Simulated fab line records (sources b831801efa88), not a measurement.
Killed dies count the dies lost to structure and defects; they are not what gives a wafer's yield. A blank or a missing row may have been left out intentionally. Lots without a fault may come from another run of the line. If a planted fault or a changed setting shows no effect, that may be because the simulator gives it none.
fab line records -- flow gf180mcu
record lots=13, wafers=39, lastDay=34
route steps=602 shown STI@23 HV_LDD@204 V1@360 M3@411
lots untouched by any fault: they come from a run of this same line in which no faults occurred
startH: start of the lot's first displayed wafer, in hours after the record's first day -- waitH: hours from the lot's prior step to this one -- " repeats the value in the row above -- L1.1+2: one row covering several wafers at once -- - no value, or no start given -- * or withheld: withheld -- < > ~ a bound
route shown NAME@n: names a module that has steps shown in the file, with the first one's number in the route -- usual: mean and standard deviation over wafers with no fault -- same: alike in all rows -- chamber/n: place in a boat -- sites: readings site by site -- _std_site: the values' standard deviation -- _edge_site: mean of outer sites minus mean of inner sites -- radiusMm: for every site, how far away it sits from the centre of the wafer -- mask NAME#n: copy n -- behind: the last tool/chamber to shape the wafer -- hold: reason for holding the lot/hours on hold/outcome of the hold -- device: which transistor (n, p or np) failed to switch -- end of line: the route-end tests of the same wafers -- where a step has no rows: the recipe by itself -- killed: dies that structure and defects cost at the first sort, which is not the same as the wafer's yield -- map: a wafer's dies, x killed, . not, _ none there
set.NAME: the setting that was run; set.NAME@STEP: the one run at that earlier step -- model.NAME: the simulator's own value behind a step, which no gauge read
one table for each step of the route and one row for each wafer, over a sample of lots
services: when a tool's chamber went out of use (startH, in hours from the record's first day, below 0 if earlier), for how many hours, and the reason
## steps
# step GF_STI_THK_MEAS_22
# recipe reads=SiO2_of_STI_OXIDATION_21
# usual STI_OXIDATION_01_THK=15.00/0.26
lot.wafer,tool,chamber,startH,waitH,STI_OXIDATION_01_THK[nm]
L291.3,filmMetro-04,-,27.72,0.0,15.01
L291.5,filmMetro-04,-,27.72,0.0,15.23
L291.6,filmMetro-04,-,27.72,0.0,14.99
L293.2,filmMetro-02,-,39.11,0.0,14.74
L293.4,filmMetro-02,-,39.11,0.0,14.59
L293.6,filmMetro-02,-,39.11,0.0,14.58
L294.1,filmMetro-04,-,43.07,0.0,14.79
L294.4,filmMetro-04,-,43.07,0.0,14.94
L294.6,filmMetro-04,-,43.07,0.0,14.96
L296.1,filmMetro-04,-,54.07,0.0,14.99
L296.2,filmMetro-04,-,54.07,0.0,15.13
L296.4,filmMetro-04,-,54.07,0.0,14.77
L297.1,filmMetro-04,-,58.63,0.0,15.04
L297.3,filmMetro-04,-,58.63,0.0,14.90
L297.6,filmMetro-04,-,58.63,0.0,14.75
L299.1,filmMetro-04,-,67.40,0.0,15.73
L299.2,filmMetro-04,-,67.40,0.0,15.34
L299.3,filmMetro-04,-,67.40,0.0,15.59
L301.1,filmMetro-04,-,78.91,0.0,15.02
L301.3,filmMetro-04,-,78.91,0.0,15.46
L301.6,filmMetro-04,-,78.91,0.0,15.33
L302.1,filmMetro-03,-,84.13,0.0,15.39
L302.3,filmMetro-03,-,84.13,0.0,15.39
L302.4,filmMetro-03,-,84.13,0.0,15.21
L303.2,filmMetro-02,-,88.38,0.0,15.18
L303.4,filmMetro-02,-,88.38,0.0,15.10
L303.5,filmMetro-02,-,88.38,0.0,14.92
L305.3,filmMetro-03,-,100.44,0.0,14.74
L305.5,filmMetro-03,-,100.44,0.0,14.75
L305.6,filmMetro-03,-,100.44,0.0,14.74
L307.2,filmMetro-02,-,111.85,0.0,15.11
L307.3,filmMetro-02,-,111.85,0.0,14.80
L307.5,filmMetro-02,-,111.85,0.0,15.03
L311.1,filmMetro-03,-,133.03,0.0,14.74
L311.4,filmMetro-03,-,133.03,0.0,14.79
L311.6,filmMetro-03,-,133.03,0.0,14.91
L314.1,filmMetro-02,-,145.68,0.0,14.95
L314.2,filmMetro-02,-,145.68,0.0,15.00
L314.6,filmMetro-02,-,145.68,0.0,15.18
# step GF_HV_LDD_EXPOSE_28
# recipe maskId=Nplus_HV_AREA, targetCdNm=400, na=0.6, sourceShape=conventional, sigmaOuter=0.6, doseMj=140
lot.wafer,tool,chamber,startH,waitH,mask
L291.3+5+6,ilineStepper-01,0,240.03,-,Nplus_HV_AREA#0
L293.2+4+6,ilineStepper-01,0,260.94,-,Nplus_HV_AREA#0
L294.1+4+6,ilineStepper-01,0,264.20,-,Nplus_HV_AREA#0
L296.1+2+4,ilineStepper-02,0,282.12,-,Nplus_HV_AREA#0
L297.1+3+6,ilineStepper-01,0,293.08,-,Nplus_HV_AREA#0
L299.1+2+3,ilineStepper-01,0,303.82,-,Nplus_HV_AREA#0
L301.1+3+6,ilineStepper-01,0,318.42,-,Nplus_HV_AREA#0
L302.1+3+4,ilineStepper-01,0,326.99,-,Nplus_HV_AREA#0
L303.2+4+5,ilineStepper-01,0,338.62,-,Nplus_HV_AREA#0
L305.3+5+6,ilineStepper-01,0,350.27,-,Pplus_HV_AREA#0
L307.2+3+5,ilineStepper-02,0,371.54,-,Nplus_HV_AREA#0
L311.1+4+6,ilineStepper-02,0,401.25,-,Nplus_HV_AREA#0
L314.1+2+6,ilineStepper-02,0,422.66,-,Nplus_HV_AREA#0
# step GF_HV_LDD_CD_MEAS_31
# recipe targetCdNm=400
# usual cdNm=400.8/1.9
lot.wafer,tool,chamber,startH,waitH,cdNm
L291.3,cdSem-02,-,248.53,0.1,401.3
L291.5,cdSem-02,-,248.53,0.1,402.0
L291.6,cdSem-02,-,248.53,0.1,400.8
L293.2,cdSem-02,-,270.22,0.1,401.6
L293.4,cdSem-02,-,270.22,0.1,401.5
L293.6,cdSem-02,-,270.22,0.1,402.0
L294.1,cdSem-01,-,273.45,0.1,401.2
L294.4,cdSem-01,-,273.45,0.1,399.3
L294.6,cdSem-01,-,273.45,0.1,400.8
L296.1,cdSem-02,-,292.10,0.1,403.0
L296.2,cdSem-02,-,292.10,0.1,403.6
L296.4,cdSem-02,-,292.10,0.1,401.9
L297.1,cdSem-02,-,302.99,0.1,402.3
L297.3,cdSem-02,-,302.99,0.1,402.8
L297.6,cdSem-02,-,302.99,0.1,400.2
L299.1,cdSem-02,-,314.09,0.1,401.1
L299.2,cdSem-02,-,314.09,0.1,401.7
L299.3,cdSem-02,-,314.09,0.1,401.5
L301.1,cdSem-01,-,328.80,0.1,398.7
L301.3,cdSem-01,-,328.80,0.1,398.7
L301.6,cdSem-01,-,328.80,0.1,400.1
L302.1,cdSem-02,-,337.15,0.1,403.3
L302.3,cdSem-02,-,337.15,0.1,401.9
L302.4,cdSem-02,-,337.15,0.1,399.2
L303.2,cdSem-01,-,349.07,0.1,398.6
L303.4,cdSem-01,-,349.07,0.1,400.1
L303.5,cdSem-01,-,349.07,0.1,398.2
L305.3,cdSem-02,-,360.74,0.1,-
L305.5,cdSem-02,-,360.74,0.1,-
L305.6,cdSem-02,-,360.74,0.1,-
L307.2,cdSem-02,-,382.67,0.1,399.5
L307.3,cdSem-02,-,382.67,0.1,398.1
L307.5,cdSem-02,-,382.67,0.1,400.2
L311.1,cdSem-02,-,413.09,0.1,398.8
L311.4,cdSem-02,-,413.09,0.1,400.5
L311.6,cdSem-02,-,413.09,0.1,398.3
L314.1,cdSem-01,-,434.30,0.1,400.6
L314.2,cdSem-01,-,434.30,0.1,401.9
L314.6,cdSem-01,-,434.30,0.1,404.4
# step GF_HV_LDD_TW_MEAS_38
# usual HV_LDD_3_TW=1419/8
lot.wafer,tool,chamber,startH,waitH,hold,HV_LDD_3_TW
L291.3,filmMetro-01,-,249.37,0.1,-,1429
L291.5,filmMetro-01,-,249.37,0.1,-,1429
L291.6,filmMetro-01,-,249.37,0.1,-,1431
L293.2,filmMetro-02,-,271.06,0.1,-,1428
L293.4,filmMetro-02,-,271.06,0.1,-,1424
L293.6,filmMetro-02,-,271.06,0.1,-,1428
L294.1,filmMetro-02,-,274.30,0.1,-,1424
L294.4,filmMetro-02,-,274.30,0.1,-,1429
L294.6,filmMetro-02,-,274.30,0.1,-,1431
L296.1,filmMetro-01,-,292.95,0.1,-,1419
L296.2,filmMetro-01,-,292.95,0.1,-,1420
L296.4,filmMetro-01,-,292.95,0.1,-,1413
L297.1,filmMetro-01,-,303.87,0.1,-,1425
L297.3,filmMetro-01,-,303.87,0.1,-,1419
L297.6,filmMetro-01,-,303.87,0.1,-,1425
L299.1,filmMetro-02,-,314.95,0.1,-,1422
L299.2,filmMetro-02,-,314.95,0.1,-,1426
L299.3,filmMetro-02,-,314.95,0.1,-,1420
L301.1,filmMetro-03,-,329.65,0.1,-,1414
L301.3,filmMetro-03,-,329.65,0.1,-,1405
L301.6,filmMetro-03,-,329.65,0.1,-,1407
L302.1,filmMetro-02,-,338.01,0.1,-,1410
L302.3,filmMetro-02,-,338.01,0.1,-,1414
L302.4,filmMetro-02,-,338.01,0.1,-,1410
L303.2,filmMetro-03,-,349.91,0.1,-,1420
L303.4,filmMetro-03,-,349.91,0.1,-,1422
L303.5,filmMetro-03,-,349.91,0.1,-,1414
L305.3,filmMetro-02,-,361.58,0.1,awaitDispo/0.2h/release,29
L305.5,filmMetro-02,-,361.58,0.1,awaitDispo/0.2h/release,29
L305.6,filmMetro-02,-,361.58,0.1,awaitDispo/0.2h/release,29
L305.3,filmMetro-02,-,361.80,0.2,-,30
L305.5,filmMetro-02,-,361.80,0.2,-,30
L305.6,filmMetro-02,-,361.80,0.2,-,30
L307.2,filmMetro-02,-,383.51,0.1,-,1409
L307.3,filmMetro-02,-,383.51,0.1,-,1406
L307.5,filmMetro-02,-,383.51,0.1,-,1414
L311.1,filmMetro-01,-,413.95,0.1,-,1433
L311.4,filmMetro-01,-,413.95,0.1,-,1429
L311.6,filmMetro-01,-,413.95,0.1,-,1428
L314.1,filmMetro-03,-,435.15,0.1,-,1415
L314.2,filmMetro-03,-,435.15,0.1,-,1421
L314.6,filmMetro-03,-,435.15,0.1,-,1415
# step GF_V1_THK_MEAS_25
# recipe thkMeasGauge=xrf, reads=W_of_V1_CVD_23
# usual V1_W_THK=335/6.9
lot.wafer,tool,chamber,startH,waitH,V1_W_THK[nm]
L291.3,filmMetro-02,-,405.34,0.1,344
L291.5,filmMetro-02,-,405.34,0.1,347
L291.6,filmMetro-02,-,405.34,0.1,333
L293.2,filmMetro-04,-,432.80,0.1,338
L293.4,filmMetro-04,-,432.80,0.1,336
L293.6,filmMetro-04,-,432.80,0.1,334
L294.1,filmMetro-04,-,434.45,0.1,332
L294.4,filmMetro-04,-,434.45,0.1,333
L294.6,filmMetro-04,-,434.45,0.1,343
L296.1,filmMetro-02,-,457.96,0.1,335
L296.2,filmMetro-02,-,457.96,0.1,337
L296.4,filmMetro-02,-,457.96,0.1,339
L297.1,filmMetro-04,-,471.54,0.1,334
L297.3,filmMetro-04,-,471.54,0.1,337
L297.6,filmMetro-04,-,471.54,0.1,335
L299.1,filmMetro-04,-,482.84,0.1,344
L299.2,filmMetro-04,-,482.84,0.1,337
L299.3,filmMetro-04,-,482.84,0.1,344
L301.1,filmMetro-03,-,504.31,0.1,329
L301.3,filmMetro-03,-,504.31,0.1,328
L301.6,filmMetro-03,-,504.31,0.1,327
L302.1,filmMetro-02,-,511.12,0.1,338
L302.3,filmMetro-02,-,511.12,0.1,347
L302.4,filmMetro-02,-,511.12,0.1,338
L303.2,filmMetro-03,-,523.55,0.1,342
L303.4,filmMetro-03,-,523.55,0.1,342
L303.5,filmMetro-03,-,523.55,0.1,343
L307.2,filmMetro-03,-,558.14,0.1,329
L307.3,filmMetro-03,-,558.14,0.1,324
L307.5,filmMetro-03,-,558.14,0.1,328
L311.1,filmMetro-04,-,584.42,0.1,322
L311.4,filmMetro-04,-,584.42,0.1,327
L311.6,filmMetro-04,-,584.42,0.1,325
L314.1,filmMetro-04,-,605.44,0.1,343
L314.2,filmMetro-04,-,605.44,0.1,339
L314.6,filmMetro-04,-,605.44,0.1,347
# step GF_M3_SPUTTER_02
# recipe material=AlCu, targetThkNm=450, powerW=10600, timeS=23.9, chamberPressurePa=0.4
# usual throttleValvePct=30.4/0.81
lot.wafer,tool,chamber,startH,waitH,throttleValvePct
L291.3,pvdSputter-03,-,456.37,0.0,30.3
L291.5,pvdSputter-03,-,456.37,0.0,31.3
L291.6,pvdSputter-03,-,456.37,0.0,30.7
L293.2,pvdSputter-04,-,485.69,0.0,29.8
L293.4,pvdSputter-04,-,485.69,0.0,31.4
L293.6,pvdSputter-04,-,485.69,0.0,29.9
L294.1,pvdSputter-04,-,487.43,0.0,31.2
L294.4,pvdSputter-04,-,487.43,0.0,29.8
L294.6,pvdSputter-04,-,487.43,0.0,31.3
L296.1,pvdSputter-04,-,510.28,0.0,29.9
L296.2,pvdSputter-04,-,510.28,0.0,31.3
L296.4,pvdSputter-04,-,510.28,0.0,29.8
L297.1,pvdSputter-04,-,522.03,0.0,31.4
L297.3,pvdSputter-04,-,522.03,0.0,29.9
L297.6,pvdSputter-04,-,522.03,0.0,29.1
L299.1,pvdSputter-02,-,532.99,0.0,30.7
L299.2,pvdSputter-02,-,532.99,0.0,31.9
L299.3,pvdSputter-02,-,532.99,0.0,30.3
L301.1,pvdSputter-04,-,554.23,0.0,30.0
L301.3,pvdSputter-04,-,554.23,0.0,29.1
L301.6,pvdSputter-04,-,554.23,0.0,31.3
L302.1,pvdSputter-04,-,561.82,0.0,29.4
L302.3,pvdSputter-04,-,561.82,0.0,29.6
L302.4,pvdSputter-04,-,561.82,0.0,29.8
L303.2,pvdSputter-04,-,571.49,0.0,29.7
L303.4,pvdSputter-04,-,571.49,0.0,30.0
L303.5,pvdSputter-04,-,571.49,0.0,29.8
L307.2,pvdSputter-03,-,604.18,0.0,30.7
L307.3,pvdSputter-03,-,604.18,0.0,30.9
L307.5,pvdSputter-03,-,604.18,0.0,31.1
L311.1,pvdSputter-03,-,635.65,0.0,31.3
L311.4,pvdSputter-03,-,635.65,0.0,30.7
L311.6,pvdSputter-03,-,635.65,0.0,30.7
L314.1,pvdSputter-04,-,664.56,0.0,29.9
L314.2,pvdSputter-04,-,664.56,0.0,29.5
L314.6,pvdSputter-04,-,664.56,0.0,29.9
## services
tool,chamber,startH,hours,kind
pvdSputter-03,-,300.94,4.3,repair
ilineStepper-01,-,305.28,9.0,repair
ilineStepper-02,-,340.96,2.1,pm
ilineStepper-01,-,343.08,1.7,pm
pvdSputter-04,-,364.96,2.6,repair
ilineStepper-02,-,395.43,1.7,pm
pvdSputter-03,-,397.65,7.7,repair
pvdSputter-03,-,402.15,2.9,repair
pvdSputter-03,-,423.68,10.5,repair
ilineStepper-01,0,426.69,-,calibration
ilineStepper-01,-,452.93,1.7,repair
pvdSputter-02,-,466.35,2.1,repair
pvdSputter-02,-,514.93,9.7,repair
pvdSputter-02,-,543.77,2.3,repair
ilineStepper-01,-,560.14,1.7,pm
ilineStepper-02,-,613.52,1.7,pm
ilineStepper-02,-,615.85,5.9,repair
ilineStepper-01,-,635.76,9.7,repair
ilineStepper-02,-,639.23,11.0,repair
ilineStepper-01,0,645.30,-,calibration
ilineStepper-02,-,650.26,4.6,repair
ilineStepper-01,-,655.49,8.9,pm
pvdSputter-02,-,656.16,12.5,repair
ilineStepper-02,-,664.47,4.4,pm
## key
firstSign step=GF_HV_LDD_EXPOSE_28, reading=mask, direction=changed
effect step=GF_HV_LDD_CD_MEAS_31, reading=cdNm, direction=missing
effect step=GF_HV_LDD_TW_MEAS_38, reading=visit, direction=added
effect step=GF_HV_LDD_TW_MEAS_38, reading=HV_LDD_3_TW, direction=down, sigmas=99+, usual=1419, struck=29
metAt GF_HV_LDD_EXPOSE_28
struckLots L305
scrappedBehind GF_HV_LDD_TW_MEAS_38 L305.3,L305.5,L305.6
notActingAt GF_STI_THK_MEAS_22,GF_V1_THK_MEAS_25,GF_M3_SPUTTER_02
onsetBetween 338.62 350.27
fault kind=wrongMask, tool=any, chamber=-, onsetH=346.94, steps=GF_HV_LDD_EXPOSE_28, auxCopy=Pplus_HV_AREA#0, scope=struckLotsOnly
